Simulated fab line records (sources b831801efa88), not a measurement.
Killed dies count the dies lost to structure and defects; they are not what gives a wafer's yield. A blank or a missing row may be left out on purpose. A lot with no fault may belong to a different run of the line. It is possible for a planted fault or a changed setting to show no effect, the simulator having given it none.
A sampling plan put to the test / flow gf180mcu / one fab line, 29 faults that these records tell of, each judged on the records of the lots that it struck; 11 more are left out, because the records don't allow judging them
The line's own looks make up the plan; these are the steps of the route where a gauge or inspection reads the wafer and leaves it unchanged. A look is open to judgement when struck wafers have a number at it and the file gives its usual mean and standard deviation on fault-free wafers. Caught: the struck wafers' mean, at a look after the fault's first step, is 4 or more of those standard deviations (sigma) away from the usual mean. On the tool: the fault's steps, tested the same way using the tool's own readings. If the struck wafers alone have a blank record, or they carry another recipe, that too counts as caught.

## THE FAULTS, as the simulator had put them in
1. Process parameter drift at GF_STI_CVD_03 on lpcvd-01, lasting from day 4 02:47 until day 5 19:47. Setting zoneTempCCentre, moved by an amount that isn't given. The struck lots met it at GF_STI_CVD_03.
2. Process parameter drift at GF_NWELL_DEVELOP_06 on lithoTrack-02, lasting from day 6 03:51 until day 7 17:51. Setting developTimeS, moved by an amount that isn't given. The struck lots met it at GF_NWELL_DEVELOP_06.
3. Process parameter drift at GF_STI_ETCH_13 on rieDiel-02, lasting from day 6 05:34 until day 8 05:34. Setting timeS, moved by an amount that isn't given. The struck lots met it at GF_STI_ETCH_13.
4. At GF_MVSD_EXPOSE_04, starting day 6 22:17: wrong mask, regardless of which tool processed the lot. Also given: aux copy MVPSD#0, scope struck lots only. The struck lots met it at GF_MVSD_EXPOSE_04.
5. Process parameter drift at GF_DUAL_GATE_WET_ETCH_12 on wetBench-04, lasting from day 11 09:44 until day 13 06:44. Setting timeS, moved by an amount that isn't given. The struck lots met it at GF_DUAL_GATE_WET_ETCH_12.
6. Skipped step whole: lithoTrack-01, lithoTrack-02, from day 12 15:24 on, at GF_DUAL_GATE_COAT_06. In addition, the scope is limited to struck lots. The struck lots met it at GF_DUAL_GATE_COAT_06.
7. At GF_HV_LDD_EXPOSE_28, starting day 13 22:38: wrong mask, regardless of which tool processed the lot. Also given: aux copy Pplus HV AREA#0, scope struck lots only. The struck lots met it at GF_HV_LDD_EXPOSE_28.
8. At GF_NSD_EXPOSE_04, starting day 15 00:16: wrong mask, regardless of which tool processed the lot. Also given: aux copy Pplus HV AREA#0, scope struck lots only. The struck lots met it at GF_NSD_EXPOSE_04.
9. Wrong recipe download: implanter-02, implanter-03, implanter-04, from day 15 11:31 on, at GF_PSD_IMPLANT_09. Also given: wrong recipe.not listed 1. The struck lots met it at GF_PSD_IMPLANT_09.
10. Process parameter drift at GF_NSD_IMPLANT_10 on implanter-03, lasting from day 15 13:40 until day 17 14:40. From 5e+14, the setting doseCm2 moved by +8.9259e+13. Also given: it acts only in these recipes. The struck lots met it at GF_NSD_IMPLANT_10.
11. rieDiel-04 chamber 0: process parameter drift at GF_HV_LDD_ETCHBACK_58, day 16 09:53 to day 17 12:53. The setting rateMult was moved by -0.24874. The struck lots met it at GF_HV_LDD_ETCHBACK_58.
12. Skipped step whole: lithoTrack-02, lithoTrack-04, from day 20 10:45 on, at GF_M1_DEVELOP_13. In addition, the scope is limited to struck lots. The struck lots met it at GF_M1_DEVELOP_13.
13. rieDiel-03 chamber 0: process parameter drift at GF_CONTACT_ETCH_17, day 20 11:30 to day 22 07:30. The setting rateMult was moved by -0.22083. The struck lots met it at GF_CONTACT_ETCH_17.
14. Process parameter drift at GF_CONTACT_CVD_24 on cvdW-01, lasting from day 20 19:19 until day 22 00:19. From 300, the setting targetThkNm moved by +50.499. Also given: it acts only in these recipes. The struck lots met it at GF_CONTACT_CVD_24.
15. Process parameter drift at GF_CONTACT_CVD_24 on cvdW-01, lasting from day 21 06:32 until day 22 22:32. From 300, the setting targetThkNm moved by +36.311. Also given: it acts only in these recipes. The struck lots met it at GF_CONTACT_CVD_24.
16. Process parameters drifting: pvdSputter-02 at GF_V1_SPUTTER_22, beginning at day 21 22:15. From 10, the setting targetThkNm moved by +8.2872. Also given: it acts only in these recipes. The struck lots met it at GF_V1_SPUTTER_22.
17. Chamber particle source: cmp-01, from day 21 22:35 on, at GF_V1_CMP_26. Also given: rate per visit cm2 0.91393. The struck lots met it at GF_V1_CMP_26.
18. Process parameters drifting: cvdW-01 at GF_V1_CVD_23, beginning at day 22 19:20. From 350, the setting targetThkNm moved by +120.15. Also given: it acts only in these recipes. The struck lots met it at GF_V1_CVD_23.
19. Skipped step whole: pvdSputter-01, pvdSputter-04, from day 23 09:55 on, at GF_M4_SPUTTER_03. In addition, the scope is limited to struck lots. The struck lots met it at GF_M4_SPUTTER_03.
20. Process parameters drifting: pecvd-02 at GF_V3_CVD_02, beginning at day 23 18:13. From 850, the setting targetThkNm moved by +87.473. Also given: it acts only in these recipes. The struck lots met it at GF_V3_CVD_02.
21. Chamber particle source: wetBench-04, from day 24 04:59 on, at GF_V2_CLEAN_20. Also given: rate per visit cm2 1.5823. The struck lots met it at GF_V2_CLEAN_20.
22. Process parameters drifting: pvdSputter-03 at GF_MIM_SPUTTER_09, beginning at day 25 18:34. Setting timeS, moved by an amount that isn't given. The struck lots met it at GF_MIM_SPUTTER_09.
23. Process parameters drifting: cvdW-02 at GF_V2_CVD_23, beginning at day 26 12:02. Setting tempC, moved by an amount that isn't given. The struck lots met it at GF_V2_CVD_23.
24. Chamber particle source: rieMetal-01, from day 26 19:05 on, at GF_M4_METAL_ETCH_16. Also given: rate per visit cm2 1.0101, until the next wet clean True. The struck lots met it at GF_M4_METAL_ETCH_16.
25. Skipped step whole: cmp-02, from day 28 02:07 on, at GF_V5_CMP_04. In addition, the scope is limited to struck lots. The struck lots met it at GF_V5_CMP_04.
26. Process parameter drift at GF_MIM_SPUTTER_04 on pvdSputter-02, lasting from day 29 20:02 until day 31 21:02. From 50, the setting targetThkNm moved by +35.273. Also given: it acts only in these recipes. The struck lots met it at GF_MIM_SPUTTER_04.
27. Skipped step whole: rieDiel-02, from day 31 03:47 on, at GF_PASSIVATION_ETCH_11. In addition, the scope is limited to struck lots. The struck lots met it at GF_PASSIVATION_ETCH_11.
28. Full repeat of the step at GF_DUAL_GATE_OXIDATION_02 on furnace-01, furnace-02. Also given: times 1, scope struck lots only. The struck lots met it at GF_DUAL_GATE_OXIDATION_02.
29. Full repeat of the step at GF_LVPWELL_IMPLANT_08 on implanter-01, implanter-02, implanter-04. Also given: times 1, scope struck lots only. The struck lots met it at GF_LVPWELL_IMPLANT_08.

## WHAT THE PLAN SAW
fault=1; on the tool itself=spikeTcCentreC +10 sigma; first look that catches it=GF_STI_THK_MEAS_04; reading, sigma=STI_CVD_03_THK +4.7; median hours from its first step to that look=2.0; hours from the fault's start to the first struck lot there=5; judged looks passed uncaught=0
fault=2; on the tool itself=under 2 sigma; first look that catches it=no look after it can be judged; reading, sigma=-; median hours from its first step to that look=-; hours from the fault's start to the first struck lot there=-; judged looks passed uncaught=0
fault=3; on the tool itself=runLengthS -30 sigma; first look that catches it=not the one look that can be judged after it; reading, sigma=-; median hours from its first step to that look=-; hours from the fault's start to the first struck lot there=-; judged looks passed uncaught=1
fault=4; on the tool itself=no reading that can be judged; first look that catches it=GF_MVSD_TW_MEAS_11; reading, sigma=MVSD_TW -99 or beyond; median hours from its first step to that look=7.8; hours from the fault's start to the first struck lot there=11; judged looks passed uncaught=0
fault=5; on the tool itself=runLengthS -43 sigma; first look that catches it=no look after it can be judged; reading, sigma=-; median hours from its first step to that look=-; hours from the fault's start to the first struck lot there=-; judged looks passed uncaught=0
fault=6; on the tool itself=the tool's record is blank for the struck wafers; first look that catches it=no look after it can be judged; reading, sigma=-; median hours from its first step to that look=-; hours from the fault's start to the first struck lot there=-; judged looks passed uncaught=0
fault=7; on the tool itself=no reading that can be judged; first look that catches it=GF_HV_LDD_TW_MEAS_38; reading, sigma=HV_LDD_3_TW -99 or beyond; median hours from its first step to that look=10.6; hours from the fault's start to the first struck lot there=16; judged looks passed uncaught=0
fault=8; on the tool itself=under 2 sigma; first look that catches it=GF_NSD_TW_MEAS_12; reading, sigma=NSD_TW -99 or beyond; median hours from its first step to that look=11.4; hours from the fault's start to the first struck lot there=16; judged looks passed uncaught=0
fault=9; on the tool itself=under 2 sigma; first look that catches it=GF_PSD_TW_MEAS_11; reading, sigma=PSD_TW +17; median hours from its first step to that look=0.2; hours from the fault's start to the first struck lot there=3; judged looks passed uncaught=0
fault=10; on the tool itself=doseIonsCm2 +99 or beyond sigma; first look that catches it=GF_PSD_RS_MEAS_14; reading, sigma=NSD_RS -12; median hours from its first step to that look=23.7; hours from the fault's start to the first struck lot there=35; judged looks passed uncaught=0
fault=11; on the tool itself=under 2 sigma; first look that catches it=no look after it can be judged; reading, sigma=-; median hours from its first step to that look=-; hours from the fault's start to the first struck lot there=-; judged looks passed uncaught=0
fault=12; on the tool itself=no reading that can be judged; first look that catches it=no look after it can be judged; reading, sigma=-; median hours from its first step to that look=-; hours from the fault's start to the first struck lot there=-; judged looks passed uncaught=0
fault=13; on the tool itself=under 2 sigma; first look that catches it=no look after it can be judged; reading, sigma=-; median hours from its first step to that look=-; hours from the fault's start to the first struck lot there=-; judged looks passed uncaught=0
fault=14; on the tool itself=under 2 sigma; first look that catches it=GF_CONTACT_RS_MEAS_25; reading, sigma=CONTACT_W_RS -15; median hours from its first step to that look=0.1; hours from the fault's start to the first struck lot there=5; judged looks passed uncaught=0
fault=15; on the tool itself=under 2 sigma; first look that catches it=GF_CONTACT_RS_MEAS_25; reading, sigma=CONTACT_W_RS -11; median hours from its first step to that look=0.1; hours from the fault's start to the first struck lot there=6; judged looks passed uncaught=0
fault=16; on the tool itself=under 2 sigma; first look that catches it=no look after it can be judged; reading, sigma=-; median hours from its first step to that look=-; hours from the fault's start to the first struck lot there=-; judged looks passed uncaught=0
fault=17; on the tool itself=under 2 sigma; first look that catches it=none of the 2 looks that can be judged after it; reading, sigma=-; median hours from its first step to that look=-; hours from the fault's start to the first struck lot there=-; judged looks passed uncaught=2
fault=18; on the tool itself=under 2 sigma; first look that catches it=GF_V1_RS_MEAS_24; reading, sigma=V1_W_RS -25; median hours from its first step to that look=0.1; hours from the fault's start to the first struck lot there=7; judged looks passed uncaught=0
fault=19; on the tool itself=the tool's record is blank for the struck wafers; first look that catches it=no look after it can be judged; reading, sigma=-; median hours from its first step to that look=-; hours from the fault's start to the first struck lot there=-; judged looks passed uncaught=0
fault=20; on the tool itself=under 2 sigma; first look that catches it=GF_V3_THK_MEAS_03; reading, sigma=V3_CVD_02_THK +7.3; median hours from its first step to that look=0.1; hours from the fault's start to the first struck lot there=5; judged looks passed uncaught=0
fault=21; on the tool itself=no reading that can be judged; first look that catches it=not the one look that can be judged after it; reading, sigma=-; median hours from its first step to that look=-; hours from the fault's start to the first struck lot there=-; judged looks passed uncaught=1
fault=22; on the tool itself=under 2 sigma; first look that catches it=none of the 4 looks that can be judged after it; reading, sigma=-; median hours from its first step to that look=-; hours from the fault's start to the first struck lot there=-; judged looks passed uncaught=4
fault=23; on the tool itself=susceptorTempC +11 sigma; first look that catches it=GF_V2_RS_MEAS_24; reading, sigma=V2_W_RS -5.2; median hours from its first step to that look=0.1; hours from the fault's start to the first struck lot there=1; judged looks passed uncaught=0
fault=24; on the tool itself=under 2 sigma; first look that catches it=none of the 2 looks that can be judged after it; reading, sigma=-; median hours from its first step to that look=-; hours from the fault's start to the first struck lot there=-; judged looks passed uncaught=2
fault=25; on the tool itself=the tool's record is blank for the struck wafers; first look that catches it=not the one look that can be judged after it; reading, sigma=strongest: V5_BOW at GF_V5_BOW_MEAS_05, +2.4; median hours from its first step to that look=-; hours from the fault's start to the first struck lot there=-; judged looks passed uncaught=1
fault=26; on the tool itself=under 2 sigma; first look that catches it=none of the 5 looks that can be judged after it; reading, sigma=-; median hours from its first step to that look=-; hours from the fault's start to the first struck lot there=-; judged looks passed uncaught=5
fault=27; on the tool itself=the tool's record is blank for the struck wafers; first look that catches it=no look after it can be judged; reading, sigma=-; median hours from its first step to that look=-; hours from the fault's start to the first struck lot there=-; judged looks passed uncaught=0
fault=28; on the tool itself=under 2 sigma; first look that catches it=GF_DUAL_GATE_THK_MEAS_03; reading, sigma=DUAL_GATE_OXIDATION_00_THK +30; median hours from its first step to that look=3.7; hours from the fault's start to the first struck lot there=-; judged looks passed uncaught=0
fault=29; on the tool itself=no reading that can be judged; first look that catches it=GF_LVPWELL_TW_MEAS_11; reading, sigma=LVPWELL_TW +33; median hours from its first step to that look=0.9; hours from the fault's start to the first struck lot there=-; judged looks passed uncaught=0
A dash: the fault is not caught, or the number is missing from these records.

Caught at a look: 13 of 29. Caught on the tool: 9 of 29. By one or the other: 19 of 29.
Caught on the tool alone: faults 3, 5, 6, 19, 25, 27.
Caught at a look alone: faults 4, 7, 8, 9, 14, 15, 18, 20, 28, 29.
Caught by neither: faults 2, 11, 12, 13, 16, 17, 21, 22, 24, 26.

## THINNER SAMPLING
If the look that catches a fault measured only every second or every third lot, by lot number, the first struck lot would be measured this late in the worst case:
fault=1; struck lots at that look, in order of time=L705, L706; every lot=5 h; every second lot=9 h; every third lot=may miss all 2
fault=4; struck lots at that look, in order of time=L467; every lot=11 h; every second lot=may miss it; every third lot=may miss it
fault=7; struck lots at that look, in order of time=L397; every lot=16 h; every second lot=may miss it; every third lot=may miss it
fault=8; struck lots at that look, in order of time=L958; every lot=16 h; every second lot=may miss it; every third lot=may miss it
fault=9; struck lots at that look, in order of time=L269, L270, L271, L272; every lot=3 h; every second lot=12 h; every third lot=18 h
fault=10; struck lots at that look, in order of time=L883, L885; every lot=35 h; every second lot=may miss all 2; every third lot=may miss all 2
fault=14; struck lots at that look, in order of time=L572, L574, L575; every lot=5 h; every second lot=26 h; every third lot=may miss all 3
fault=15; struck lots at that look, in order of time=L755, L756; every lot=6 h; every second lot=15 h; every third lot=may miss all 2
fault=18; struck lots at that look, in order of time=L285, L286, L289; every lot=7 h; every second lot=12 h; every third lot=may miss all 3
fault=20; struck lots at that look, in order of time=L639, L641; every lot=5 h; every second lot=may miss all 2; every third lot=may miss all 2
fault=23; struck lots at that look, in order of time=L721, L722; every lot=1 h; every second lot=11 h; every third lot=may miss all 2
Hours: fault start to first struck lot measured. The test against the limit of 4 sigma pooled every struck wafer, which means one lot taken alone may stay below that limit. Other struck lots may not be in these records.

## THE LONGEST TIMED WAY FROM STEP TO LOOK
Fault 10: median gap of 23.7 hours between GF_NSD_IMPLANT_10 and GF_PSD_RS_MEAS_14. No look between them can be judged.
